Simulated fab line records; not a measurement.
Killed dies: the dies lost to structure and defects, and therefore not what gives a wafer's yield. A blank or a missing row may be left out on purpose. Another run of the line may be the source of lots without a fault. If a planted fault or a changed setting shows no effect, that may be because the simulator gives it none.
Which tool did it? || flow sky130 || 24 lots, 72 wafers sampled, at 6 steps of a route of 708

WHAT EACH GAUGE READ, for each wafer
SKY_VIA3_BOW_MEAS_03. Usual: for VIA3_BOW the level is 79 um and the standard deviation is 8.2.
{"lot": "L074", "measured": "day 38 10:04", "on": "film_metro-03", "VIA3_BOW (um)": "81 93 74", "flag": ""}
{"lot": "L075", "measured": "day 38 18:52", "on": "film_metro-01", "VIA3_BOW (um)": "79 75 80", "flag": ""}
{"lot": "L076", "measured": "day 39 01:18", "on": "film_metro-04", "VIA3_BOW (um)": "83 86 75", "flag": ""}
{"lot": "L078", "measured": "day 39 10:04", "on": "film_metro-03", "VIA3_BOW (um)": "77 72 83", "flag": ""}
{"lot": "L077", "measured": "day 39 12:04", "on": "film_metro-04", "VIA3_BOW (um)": "82 76 77", "flag": ""}
{"lot": "L079", "measured": "day 39 23:11", "on": "film_metro-04", "VIA3_BOW (um)": "81 85 86", "flag": ""}
{"lot": "L080", "measured": "day 40 10:21", "on": "film_metro-03", "VIA3_BOW (um)": "88 77 98", "flag": ""}
{"lot": "L081", "measured": "day 40 16:55", "on": "film_metro-03", "VIA3_BOW (um)": "96 90 102", "flag": ""}
{"lot": "L083", "measured": "day 41 04:30", "on": "film_metro-03", "VIA3_BOW (um)": "73 69 59", "flag": ""}
{"lot": "L082", "measured": "day 41 05:55", "on": "film_metro-04", "VIA3_BOW (um)": "84 90 76", "flag": ""}
{"lot": "L085", "measured": "day 41 16:37", "on": "film_metro-03", "VIA3_BOW (um)": "67 71 80", "flag": ""}
{"lot": "L084", "measured": "day 41 20:18", "on": "film_metro-04", "VIA3_BOW (um)": "65 75 55", "flag": ""}
{"lot": "L086", "measured": "day 41 22:25", "on": "film_metro-03", "VIA3_BOW (um)": "61 72 75", "flag": ""}
{"lot": "L087", "measured": "day 42 09:31", "on": "film_metro-03", "VIA3_BOW (um)": "73 82 75", "flag": ""}
{"lot": "L088", "measured": "day 42 18:57", "on": "film_metro-04", "VIA3_BOW (um)": "77 80 75", "flag": ""}
{"lot": "L089", "measured": "day 43 04:08", "on": "film_metro-04", "VIA3_BOW (um)": "79 82 80", "flag": ""}
{"lot": "L090", "measured": "day 43 05:38", "on": "film_metro-03", "VIA3_BOW (um)": "83 94 84", "flag": ""}
{"lot": "L091", "measured": "day 43 09:51", "on": "film_metro-03", "VIA3_BOW (um)": "67 78 67", "flag": ""}
{"lot": "L092", "measured": "day 43 18:54", "on": "film_metro-04", "VIA3_BOW (um)": "77 85 78", "flag": ""}
{"lot": "L093", "measured": "day 44 05:47", "on": "film_metro-03", "VIA3_BOW (um)": "79 80 81", "flag": ""}
{"lot": "L094", "measured": "day 44 11:36", "on": "film_metro-04", "VIA3_BOW (um)": "78 90 87", "flag": ""}
{"lot": "L095", "measured": "day 44 12:19", "on": "film_metro-04", "VIA3_BOW (um)": "71 90 73", "flag": ""}
{"lot": "L096", "measured": "day 44 18:13", "on": "film_metro-04", "VIA3_BOW (um)": "66 82 77", "flag": ""}
{"lot": "L097", "measured": "day 44 19:43", "on": "film_metro-01", "VIA3_BOW (um)": "75 82 74", "flag": ""}

SKY_VIA3_CD_MEAS_12: the cd target is 200 nm. Usual: cd_nm reads 200.2 nm (standard deviation 1.3).
{"lot": "L074", "measured": "day 39 10:53", "on": "cd_sem-02", "cd_nm (nm)": "198.7 201.7 200.1", "flag": ""}
{"lot": "L075", "measured": "day 39 20:27", "on": "cd_sem-02", "cd_nm (nm)": "198.0 199.2 198.6", "flag": ""}
{"lot": "L076", "measured": "day 40 01:56", "on": "cd_sem-01", "cd_nm (nm)": "199.7 198.5 200.1", "flag": ""}
{"lot": "L078", "measured": "day 40 10:18", "on": "cd_sem-01", "cd_nm (nm)": "198.8 199.9 199.7", "flag": ""}
{"lot": "L077", "measured": "day 40 12:40", "on": "cd_sem-02", "cd_nm (nm)": "199.0 200.9 199.4", "flag": ""}
{"lot": "L079", "measured": "day 40 23:16", "on": "cd_sem-02", "cd_nm (nm)": "198.2 198.7 199.2", "flag": ""}
{"lot": "L080", "measured": "day 41 11:08", "on": "cd_sem-01", "cd_nm (nm)": "198.4 197.9 198.3", "flag": ""}
{"lot": "L081", "measured": "day 41 16:56", "on": "cd_sem-02", "cd_nm (nm)": "201.8 202.6 201.0", "flag": ""}
{"lot": "L083", "measured": "day 42 04:35", "on": "cd_sem-01", "cd_nm (nm)": "199.5 200.1 200.1", "flag": ""}
{"lot": "L082", "measured": "day 42 05:10", "on": "cd_sem-02", "cd_nm (nm)": "201.2 200.7 200.1", "flag": ""}
{"lot": "L085", "measured": "day 42 16:28", "on": "cd_sem-01", "cd_nm (nm)": "202.1 202.9 201.1", "flag": ""}
{"lot": "L084", "measured": "day 42 19:29", "on": "cd_sem-01", "cd_nm (nm)": "201.4 201.8 202.3", "flag": ""}
{"lot": "L086", "measured": "day 42 21:23", "on": "cd_sem-01", "cd_nm (nm)": "201.4 201.0 200.4", "flag": ""}
{"lot": "L087", "measured": "day 43 08:23", "on": "cd_sem-02", "cd_nm (nm)": "199.5 199.0 200.2", "flag": ""}
{"lot": "L088", "measured": "day 43 17:42", "on": "cd_sem-01", "cd_nm (nm)": "202.8 200.4 200.4", "flag": ""}
{"lot": "L089", "measured": "day 44 02:33", "on": "cd_sem-02", "cd_nm (nm)": "198.5 199.4 199.2", "flag": ""}
{"lot": "L090", "measured": "day 44 03:37", "on": "cd_sem-02", "cd_nm (nm)": "200.2 200.8 200.5", "flag": ""}
{"lot": "L091", "measured": "day 44 08:26", "on": "cd_sem-02", "cd_nm (nm)": "200.1 200.1 199.0", "flag": ""}
{"lot": "L092", "measured": "day 44 17:07", "on": "cd_sem-01", "cd_nm (nm)": "201.3 200.5 200.8", "flag": ""}
{"lot": "L093", "measured": "day 45 03:41", "on": "cd_sem-01", "cd_nm (nm)": "198.3 198.6 197.9", "flag": ""}
{"lot": "L094", "measured": "day 45 09:13", "on": "cd_sem-01", "cd_nm (nm)": "200.1 200.8 199.7", "flag": ""}
{"lot": "L095", "measured": "day 45 10:34", "on": "cd_sem-02", "cd_nm (nm)": "200.1 199.1 199.0", "flag": ""}
{"lot": "L096", "measured": "day 45 15:52", "on": "cd_sem-02", "cd_nm (nm)": "199.7 201.2 199.8", "flag": ""}
{"lot": "L097", "measured": "day 45 17:22", "on": "cd_sem-02", "cd_nm (nm)": "202.8 201.8 201.8", "flag": ""}

SKY_VIA3_RS_MEAS_22: a four-point-probe measurement. Usual: for VIA3_W_RS the level is 0.294 ohm/sq and the standard deviation is 0.0046.
{"lot": "L074", "measured": "day 39 11:57", "on": "film_metro-01", "VIA3_W_RS (ohm/sq)": "0.294 0.292 0.298", "flag": ""}
{"lot": "L075", "measured": "day 39 21:34", "on": "film_metro-01", "VIA3_W_RS (ohm/sq)": "0.298 0.300 0.283", "flag": ""}
{"lot": "L076", "measured": "day 40 02:59", "on": "film_metro-01", "VIA3_W_RS (ohm/sq)": "0.285 0.297 0.300", "flag": ""}
{"lot": "L078", "measured": "day 40 11:20", "on": "film_metro-03", "VIA3_W_RS (ohm/sq)": "0.289 0.295 0.286", "flag": ""}
{"lot": "L077", "measured": "day 40 13:44", "on": "film_metro-04", "VIA3_W_RS (ohm/sq)": "0.296 0.293 0.292", "flag": ""}
{"lot": "L079", "measured": "day 41 00:18", "on": "film_metro-04", "VIA3_W_RS (ohm/sq)": "0.297 0.295 0.298", "flag": ""}
{"lot": "L080", "measured": "day 41 12:10", "on": "film_metro-03", "VIA3_W_RS (ohm/sq)": "0.293 0.285 0.287", "flag": ""}
{"lot": "L081", "measured": "day 41 18:04", "on": "film_metro-01", "VIA3_W_RS (ohm/sq)": "0.298 0.298 0.299", "flag": ""}
{"lot": "L083", "measured": "day 42 05:37", "on": "film_metro-01", "VIA3_W_RS (ohm/sq)": "0.293 0.289 0.295", "flag": ""}
{"lot": "L082", "measured": "day 42 06:12", "on": "film_metro-01", "VIA3_W_RS (ohm/sq)": "0.297 0.295 0.289", "flag": ""}
{"lot": "L085", "measured": "day 42 17:29", "on": "film_metro-04", "VIA3_W_RS (ohm/sq)": "0.292 0.294 0.290", "flag": ""}
{"lot": "L084", "measured": "day 42 20:31", "on": "film_metro-03", "VIA3_W_RS (ohm/sq)": "0.292 0.293 0.293", "flag": ""}
{"lot": "L086", "measured": "day 42 22:25", "on": "film_metro-03", "VIA3_W_RS (ohm/sq)": "0.297 0.295 0.298", "flag": ""}
{"lot": "L087", "measured": "day 43 09:25", "on": "film_metro-03", "VIA3_W_RS (ohm/sq)": "0.299 0.297 0.300", "flag": ""}
{"lot": "L088", "measured": "day 43 18:44", "on": "film_metro-01", "VIA3_W_RS (ohm/sq)": "0.294 0.294 0.291", "flag": ""}
{"lot": "L089", "measured": "day 44 03:35", "on": "film_metro-03", "VIA3_W_RS (ohm/sq)": "0.298 0.287 0.287", "flag": ""}
{"lot": "L090", "measured": "day 44 04:39", "on": "film_metro-03", "VIA3_W_RS (ohm/sq)": "0.300 0.289 0.298", "flag": ""}
{"lot": "L091", "measured": "day 44 09:28", "on": "film_metro-01", "VIA3_W_RS (ohm/sq)": "0.299 0.283 0.287", "flag": ""}
{"lot": "L092", "measured": "day 44 18:09", "on": "film_metro-03", "VIA3_W_RS (ohm/sq)": "0.288 0.296 0.287", "flag": ""}
{"lot": "L093", "measured": "day 45 04:43", "on": "film_metro-03", "VIA3_W_RS (ohm/sq)": "0.295 0.294 0.295", "flag": ""}
{"lot": "L094", "measured": "day 45 10:16", "on": "film_metro-03", "VIA3_W_RS (ohm/sq)": "0.295 0.295 0.297", "flag": ""}
{"lot": "L095", "measured": "day 45 11:36", "on": "film_metro-04", "VIA3_W_RS (ohm/sq)": "0.297 0.297 0.297", "flag": ""}
{"lot": "L096", "measured": "day 45 16:54", "on": "film_metro-04", "VIA3_W_RS (ohm/sq)": "0.295 0.294 0.294", "flag": ""}
{"lot": "L097", "measured": "day 45 18:24", "on": "film_metro-04", "VIA3_W_RS (ohm/sq)": "0.297 0.294 0.299", "flag": ""}

SKY_VIA4_THK_MEAS_01. Usual: for VIA4_HDPCVD_THK the level is 1754 nm and the standard deviation is 15.
{"lot": "L074", "measured": "day 41 14:29", "on": "film_metro-04", "VIA4_HDPCVD_THK (nm)": "1760 1743 1737", "flag": ""}
{"lot": "L075", "measured": "day 42 00:16", "on": "film_metro-04", "VIA4_HDPCVD_THK (nm)": "1734 1734 1755", "flag": ""}
{"lot": "L076", "measured": "day 42 05:25", "on": "film_metro-03", "VIA4_HDPCVD_THK (nm)": "1750 1776 1758", "flag": ""}
{"lot": "L078", "measured": "day 42 13:14", "on": "film_metro-03", "VIA4_HDPCVD_THK (nm)": "1760 1775 1780", "flag": ""}
{"lot": "L077", "measured": "day 42 16:40", "on": "film_metro-04", "VIA4_HDPCVD_THK (nm)": "1781 1780 1785", "flag": ""}
{"lot": "L079", "measured": "day 43 02:55", "on": "film_metro-02", "VIA4_HDPCVD_THK (nm)": "1774 1746 1771", "flag": ""}
{"lot": "L080", "measured": "day 43 14:24", "on": "film_metro-02", "VIA4_HDPCVD_THK (nm)": "1763 1736 1740", "flag": ""}
{"lot": "L081", "measured": "day 43 19:20", "on": "film_metro-03", "VIA4_HDPCVD_THK (nm)": "1769 1779 1745", "flag": ""}
{"lot": "L083", "measured": "day 44 05:55", "on": "film_metro-04", "VIA4_HDPCVD_THK (nm)": "1755 1761 1759", "flag": ""}
{"lot": "L082", "measured": "day 44 06:52", "on": "film_metro-03", "VIA4_HDPCVD_THK (nm)": "1733 1744 1712", "flag": ""}
{"lot": "L085", "measured": "day 44 18:11", "on": "film_metro-02", "VIA4_HDPCVD_THK (nm)": "1749 1743 1760", "flag": ""}
{"lot": "L084", "measured": "day 44 20:59", "on": "film_metro-03", "VIA4_HDPCVD_THK (nm)": "1760 1766 1744", "flag": ""}
{"lot": "L086", "measured": "day 44 21:55", "on": "film_metro-04", "VIA4_HDPCVD_THK (nm)": "1747 1771 1742", "flag": ""}
{"lot": "L087", "measured": "day 45 08:02", "on": "film_metro-04", "VIA4_HDPCVD_THK (nm)": "1738 1754 1751", "flag": ""}
{"lot": "L088", "measured": "day 45 17:05", "on": "film_metro-03", "VIA4_HDPCVD_THK (nm)": "1769 1736 1751", "flag": ""}
{"lot": "L089", "measured": "day 46 01:33", "on": "film_metro-03", "VIA4_HDPCVD_THK (nm)": "1777 1783 1749", "flag": ""}
{"lot": "L090", "measured": "day 46 02:40", "on": "film_metro-03", "VIA4_HDPCVD_THK (nm)": "1782 1772 1751", "flag": ""}
{"lot": "L091", "measured": "day 46 06:46", "on": "film_metro-03", "VIA4_HDPCVD_THK (nm)": "1739 1725 1747", "flag": ""}
{"lot": "L092", "measured": "day 46 14:43", "on": "film_metro-04", "VIA4_HDPCVD_THK (nm)": "1747 1741 1753", "flag": ""}
{"lot": "L093", "measured": "day 46 23:49", "on": "film_metro-03", "VIA4_HDPCVD_THK (nm)": "1757 1751 1746", "flag": ""}
{"lot": "L094", "measured": "day 47 05:03", "on": "film_metro-04", "VIA4_HDPCVD_THK (nm)": "1728 1739 1780", "flag": ""}
{"lot": "L095", "measured": "day 47 07:59", "on": "film_metro-03", "VIA4_HDPCVD_THK (nm)": "1739 1746 1747", "flag": ""}
{"lot": "L096", "measured": "day 47 11:23", "on": "film_metro-02", "VIA4_HDPCVD_THK (nm)": "1762 1757 1761", "flag": ""}
{"lot": "L097", "measured": "day 47 13:01", "on": "film_metro-02", "VIA4_HDPCVD_THK (nm)": "1737 1731 1732", "flag": ""}

WHICH TOOL RAN EACH LOT (tool, then ch and the chambers of the sampled wafers, then the start)
{"lot": "L074", "SKY_VIA3_CVD_21": "cvd_w-01 ch 0,1, day 39 11:50", "SKY_CAP2M_METAL_ETCH_13": "rie_metal-02 ch 0,1, day 40 13:04"}
{"lot": "L075", "SKY_VIA3_CVD_21": "cvd_w-02 ch 0,1, day 39 21:26", "SKY_CAP2M_METAL_ETCH_13": "rie_metal-02 ch 0,1, day 40 22:10"}
{"lot": "L076", "SKY_VIA3_CVD_21": "cvd_w-02 ch 0,1, day 40 02:51", "SKY_CAP2M_METAL_ETCH_13": "rie_metal-02 ch 0,1, day 41 03:41"}
{"lot": "L078", "SKY_VIA3_CVD_21": "cvd_w-02 ch 0,1, day 40 11:12", "SKY_CAP2M_METAL_ETCH_13": "rie_metal-02 ch 0,1, day 41 12:05"}
{"lot": "L077", "SKY_VIA3_CVD_21": "cvd_w-01 ch 0,1, day 40 13:37", "SKY_CAP2M_METAL_ETCH_13": "rie_metal-04 ch 0,1, day 41 14:58"}
{"lot": "L079", "SKY_VIA3_CVD_21": "cvd_w-01 ch 0,1, day 41 00:10", "SKY_CAP2M_METAL_ETCH_13": "rie_metal-04 ch 0,1, day 42 01:07"}
{"lot": "L080", "SKY_VIA3_CVD_21": "cvd_w-02 ch 0,1, day 41 12:02", "SKY_CAP2M_METAL_ETCH_13": "rie_metal-02 ch 0,1, day 42 12:53"}
{"lot": "L081", "SKY_VIA3_CVD_21": "cvd_w-01 ch 0,1, day 41 17:56", "SKY_CAP2M_METAL_ETCH_13": "rie_metal-01 ch 0,1, day 42 18:05"}
{"lot": "L083", "SKY_VIA3_CVD_21": "cvd_w-02 ch 0,1, day 42 05:30", "SKY_CAP2M_METAL_ETCH_13": "rie_metal-04 ch 0,1, day 43 05:42"}
{"lot": "L082", "SKY_VIA3_CVD_21": "cvd_w-02 ch 0,1, day 42 06:04", "SKY_CAP2M_METAL_ETCH_13": "rie_metal-01 ch 0,1, day 43 06:39"}
{"lot": "L085", "SKY_VIA3_CVD_21": "cvd_w-01 ch 0,1, day 42 17:21", "SKY_CAP2M_METAL_ETCH_13": "rie_metal-02 ch 0,1, day 43 17:30"}
{"lot": "L084", "SKY_VIA3_CVD_21": "cvd_w-01 ch 0, day 42 20:22", "SKY_CAP2M_METAL_ETCH_13": "rie_metal-04 ch 1, day 43 20:11"}
{"lot": "L086", "SKY_VIA3_CVD_21": "cvd_w-01 ch 0,1, day 42 22:16", "SKY_CAP2M_METAL_ETCH_13": "rie_metal-02 ch 0,1, day 43 22:09"}
{"lot": "L087", "SKY_VIA3_CVD_21": "cvd_w-01 ch 0,1, day 43 09:17", "SKY_CAP2M_METAL_ETCH_13": "rie_metal-04 ch 0,1, day 44 07:59"}
{"lot": "L088", "SKY_VIA3_CVD_21": "cvd_w-01 ch 0,1, day 43 18:35", "SKY_CAP2M_METAL_ETCH_13": "rie_metal-04 ch 0,1, day 44 17:34"}
{"lot": "L089", "SKY_VIA3_CVD_21": "cvd_w-02 ch 0,1, day 44 03:28", "SKY_CAP2M_METAL_ETCH_13": "rie_metal-01 ch 1, day 45 02:18"}
{"lot": "L090", "SKY_VIA3_CVD_21": "cvd_w-02 ch 0,1, day 44 04:32", "SKY_CAP2M_METAL_ETCH_13": "rie_metal-02 ch 0,1, day 45 03:23"}
{"lot": "L091", "SKY_VIA3_CVD_21": "cvd_w-02 ch 0,1, day 44 09:19", "SKY_CAP2M_METAL_ETCH_13": "rie_metal-04 ch 0,1, day 45 07:58"}
{"lot": "L092", "SKY_VIA3_CVD_21": "cvd_w-02 ch 0,1, day 44 18:01", "SKY_CAP2M_METAL_ETCH_13": "rie_metal-01 ch 0,1, day 45 16:35"}
{"lot": "L093", "SKY_VIA3_CVD_21": "cvd_w-01 ch 0,1, day 45 04:35", "SKY_CAP2M_METAL_ETCH_13": "rie_metal-01 ch 0,1, day 46 01:51"}
{"lot": "L094", "SKY_VIA3_CVD_21": "cvd_w-01 ch 0,1, day 45 10:07", "SKY_CAP2M_METAL_ETCH_13": "rie_metal-01 ch 0,1, day 46 07:38"}
{"lot": "L095", "SKY_VIA3_CVD_21": "cvd_w-01 ch 0,1, day 45 11:29", "SKY_CAP2M_METAL_ETCH_13": "rie_metal-01 ch 0,1, day 46 10:01"}
{"lot": "L096", "SKY_VIA3_CVD_21": "cvd_w-01 ch 0,1, day 45 16:47", "SKY_CAP2M_METAL_ETCH_13": "rie_metal-02 ch 0,1, day 46 13:55"}
{"lot": "L097", "SKY_VIA3_CVD_21": "cvd_w-01 ch 0,1, day 45 18:17", "SKY_CAP2M_METAL_ETCH_13": "rie_metal-01 ch 0,1, day 46 15:20"}
- SKY_VIA3_CVD_21: deposits W, target thk 390 nm, time 117.31 s.
- SKY_CAP2M_METAL_ETCH_13: etches TiN in Cl2/BCl3, stops on SiO2, target depth 220 nm, time 62.9 s.

AS READ BY THE TOOLS THEMSELVES (means over the sampled wafers that have a number; for cases with no such wafer, the mark the record gives instead)
SKY_VIA3_CVD_21. Usual: heater_power_w reads 782 W (standard deviation 48).
{"lot": "L074", "tool": "cvd_w-01", "heater_power_w (W)": 732, "flag": ""}
{"lot": "L075", "tool": "cvd_w-02", "heater_power_w (W)": 828, "flag": ""}
{"lot": "L076", "tool": "cvd_w-02", "heater_power_w (W)": 813, "flag": ""}
{"lot": "L078", "tool": "cvd_w-02", "heater_power_w (W)": 823, "flag": ""}
{"lot": "L077", "tool": "cvd_w-01", "heater_power_w (W)": 756, "flag": ""}
{"lot": "L079", "tool": "cvd_w-01", "heater_power_w (W)": 762, "flag": ""}
{"lot": "L080", "tool": "cvd_w-02", "heater_power_w (W)": 834, "flag": ""}
{"lot": "L081", "tool": "cvd_w-01", "heater_power_w (W)": 741, "flag": ""}
{"lot": "L083", "tool": "cvd_w-02", "heater_power_w (W)": 821, "flag": ""}
{"lot": "L082", "tool": "cvd_w-02", "heater_power_w (W)": 831, "flag": ""}
{"lot": "L085", "tool": "cvd_w-01", "heater_power_w (W)": 763, "flag": ""}
{"lot": "L084", "tool": "cvd_w-01", "heater_power_w (W)": 715, "flag": ""}
{"lot": "L086", "tool": "cvd_w-01", "heater_power_w (W)": 755, "flag": ""}
{"lot": "L087", "tool": "cvd_w-01", "heater_power_w (W)": 731, "flag": ""}
{"lot": "L088", "tool": "cvd_w-01", "heater_power_w (W)": 764, "flag": ""}
{"lot": "L089", "tool": "cvd_w-02", "heater_power_w (W)": 834, "flag": ""}
{"lot": "L090", "tool": "cvd_w-02", "heater_power_w (W)": 842, "flag": ""}
{"lot": "L091", "tool": "cvd_w-02", "heater_power_w (W)": 825, "flag": ""}
{"lot": "L092", "tool": "cvd_w-02", "heater_power_w (W)": 831, "flag": ""}
{"lot": "L093", "tool": "cvd_w-01", "heater_power_w (W)": 765, "flag": ""}
{"lot": "L094", "tool": "cvd_w-01", "heater_power_w (W)": 737, "flag": ""}
{"lot": "L095", "tool": "cvd_w-01", "heater_power_w (W)": 743, "flag": ""}
{"lot": "L096", "tool": "cvd_w-01", "heater_power_w (W)": 741, "flag": ""}
{"lot": "L097", "tool": "cvd_w-01", "heater_power_w (W)": 755, "flag": ""}

SKY_CAP2M_METAL_ETCH_13. Usual: bias_w 48.50 W, standard deviation 0.13; drypump_motor_current_A 5.7 A, standard deviation 0.39; oes_product_au 0.939 a.u., standard deviation 0.0075; rf_fwd_power_W 894 W, standard deviation 3.7; throttle_valve_pct 21.903 %, standard deviation 0.0097.
{"lot": "L074", "tool": "rie_metal-02", "bias_w (W)": 48.41, "drypump_motor_current_A (A)": 5.8, "oes_product_au (a.u.)": 0.945, "rf_fwd_power_W (W)": 893, "throttle_valve_pct (%)": 21.904, "flag": ""}
{"lot": "L075", "tool": "rie_metal-02", "bias_w (W)": 48.58, "drypump_motor_current_A (A)": 5.8, "oes_product_au (a.u.)": 0.932, "rf_fwd_power_W (W)": 893, "throttle_valve_pct (%)": 21.906, "flag": ""}
{"lot": "L076", "tool": "rie_metal-02", "bias_w (W)": 48.53, "drypump_motor_current_A (A)": 5.8, "oes_product_au (a.u.)": 0.931, "rf_fwd_power_W (W)": 894, "throttle_valve_pct (%)": 21.906, "flag": ""}
{"lot": "L078", "tool": "rie_metal-02", "bias_w (W)": 48.43, "drypump_motor_current_A (A)": 5.8, "oes_product_au (a.u.)": 0.937, "rf_fwd_power_W (W)": 895, "throttle_valve_pct (%)": 21.902, "flag": ""}
{"lot": "L077", "tool": "rie_metal-04", "bias_w (W)": 48.44, "drypump_motor_current_A (A)": 5.9, "oes_product_au (a.u.)": 0.935, "rf_fwd_power_W (W)": 896, "throttle_valve_pct (%)": 21.905, "flag": ""}
{"lot": "L079", "tool": "rie_metal-04", "bias_w (W)": 48.50, "drypump_motor_current_A (A)": 5.9, "oes_product_au (a.u.)": 0.945, "rf_fwd_power_W (W)": 893, "throttle_valve_pct (%)": 21.897, "flag": ""}
{"lot": "L080", "tool": "rie_metal-02", "bias_w (W)": 48.53, "drypump_motor_current_A (A)": 5.8, "oes_product_au (a.u.)": 0.941, "rf_fwd_power_W (W)": 893, "throttle_valve_pct (%)": 21.905, "flag": ""}
{"lot": "L081", "tool": "rie_metal-01", "bias_w (W)": 48.55, "drypump_motor_current_A (A)": 5.4, "oes_product_au (a.u.)": 0.941, "rf_fwd_power_W (W)": 889, "throttle_valve_pct (%)": 21.903, "flag": ""}
{"lot": "L083", "tool": "rie_metal-04", "bias_w (W)": 48.53, "drypump_motor_current_A (A)": 6.1, "oes_product_au (a.u.)": 0.950, "rf_fwd_power_W (W)": 896, "throttle_valve_pct (%)": 21.905, "flag": ""}
{"lot": "L082", "tool": "rie_metal-01", "bias_w (W)": 48.52, "drypump_motor_current_A (A)": 5.4, "oes_product_au (a.u.)": 0.934, "rf_fwd_power_W (W)": 889, "throttle_valve_pct (%)": 21.906, "flag": ""}
{"lot": "L085", "tool": "rie_metal-02", "bias_w (W)": 48.49, "drypump_motor_current_A (A)": 5.8, "oes_product_au (a.u.)": 0.938, "rf_fwd_power_W (W)": 896, "throttle_valve_pct (%)": 21.906, "flag": ""}
{"lot": "L084", "tool": "rie_metal-04", "bias_w (W)": 48.44, "drypump_motor_current_A (A)": 6.3, "oes_product_au (a.u.)": 0.933, "rf_fwd_power_W (W)": 897, "throttle_valve_pct (%)": 21.907, "flag": ""}
{"lot": "L086", "tool": "rie_metal-02", "bias_w (W)": 48.46, "drypump_motor_current_A (A)": 5.8, "oes_product_au (a.u.)": 0.939, "rf_fwd_power_W (W)": 895, "throttle_valve_pct (%)": 21.903, "flag": ""}
{"lot": "L087", "tool": "rie_metal-04", "bias_w (W)": 48.54, "drypump_motor_current_A (A)": 6.1, "oes_product_au (a.u.)": 0.939, "rf_fwd_power_W (W)": 896, "throttle_valve_pct (%)": 21.904, "flag": ""}
{"lot": "L088", "tool": "rie_metal-04", "bias_w (W)": 48.50, "drypump_motor_current_A (A)": 6.1, "oes_product_au (a.u.)": 0.930, "rf_fwd_power_W (W)": 892, "throttle_valve_pct (%)": 21.912, "flag": ""}
{"lot": "L089", "tool": "rie_metal-01", "bias_w (W)": 48.51, "drypump_motor_current_A (A)": 5.1, "oes_product_au (a.u.)": 0.934, "rf_fwd_power_W (W)": 897, "throttle_valve_pct (%)": 21.910, "flag": ""}
{"lot": "L090", "tool": "rie_metal-02", "bias_w (W)": 48.65, "drypump_motor_current_A (A)": 5.8, "oes_product_au (a.u.)": 0.942, "rf_fwd_power_W (W)": 894, "throttle_valve_pct (%)": 21.898, "flag": ""}
{"lot": "L091", "tool": "rie_metal-04", "bias_w (W)": 48.48, "drypump_motor_current_A (A)": 6.1, "oes_product_au (a.u.)": 0.943, "rf_fwd_power_W (W)": 892, "throttle_valve_pct (%)": 21.894, "flag": ""}
{"lot": "L092", "tool": "rie_metal-01", "bias_w (W)": 48.50, "drypump_motor_current_A (A)": 5.4, "oes_product_au (a.u.)": 0.938, "rf_fwd_power_W (W)": 892, "throttle_valve_pct (%)": 21.908, "flag": ""}
{"lot": "L093", "tool": "rie_metal-01", "bias_w (W)": 48.44, "drypump_motor_current_A (A)": 5.4, "oes_product_au (a.u.)": 0.937, "rf_fwd_power_W (W)": 892, "throttle_valve_pct (%)": 21.913, "flag": ""}
{"lot": "L094", "tool": "rie_metal-01", "bias_w (W)": 48.62, "drypump_motor_current_A (A)": 5.2, "oes_product_au (a.u.)": 0.950, "rf_fwd_power_W (W)": 894, "throttle_valve_pct (%)": 21.899, "flag": ""}
{"lot": "L095", "tool": "rie_metal-01", "bias_w (W)": 48.53, "drypump_motor_current_A (A)": 5.2, "oes_product_au (a.u.)": 0.948, "rf_fwd_power_W (W)": 896, "throttle_valve_pct (%)": 21.893, "flag": ""}
{"lot": "L096", "tool": "rie_metal-02", "bias_w (W)": 48.57, "drypump_motor_current_A (A)": 5.8, "oes_product_au (a.u.)": 0.928, "rf_fwd_power_W (W)": 894, "throttle_valve_pct (%)": 21.912, "flag": ""}
{"lot": "L097", "tool": "rie_metal-01", "bias_w (W)": 48.50, "drypump_motor_current_A (A)": 5.4, "oes_product_au (a.u.)": 0.940, "rf_fwd_power_W (W)": 889, "throttle_valve_pct (%)": 21.891, "flag": ""}

THE ANSWER, worked out from the rows above alone
Rule: a lot counts as off when the mean over its wafers that have a number is more than 3 standard deviations away from the usual mean. Also off: a lot with no number at a reading for which 4 or more lots have one. Where the step has rows for the other lots, those lots are counted as sound. The gauges are gone through in route order, then the tools' own readings, and for those a lot's mean is taken as printed above. The first step at which some lot is off is used, and at that step the reading that is off furthest; a lot without a number counts as furthest.
Nothing can be told from this: no lot is off at any reading shown.

WHAT WAS PUT IN BY THE SIMULATOR
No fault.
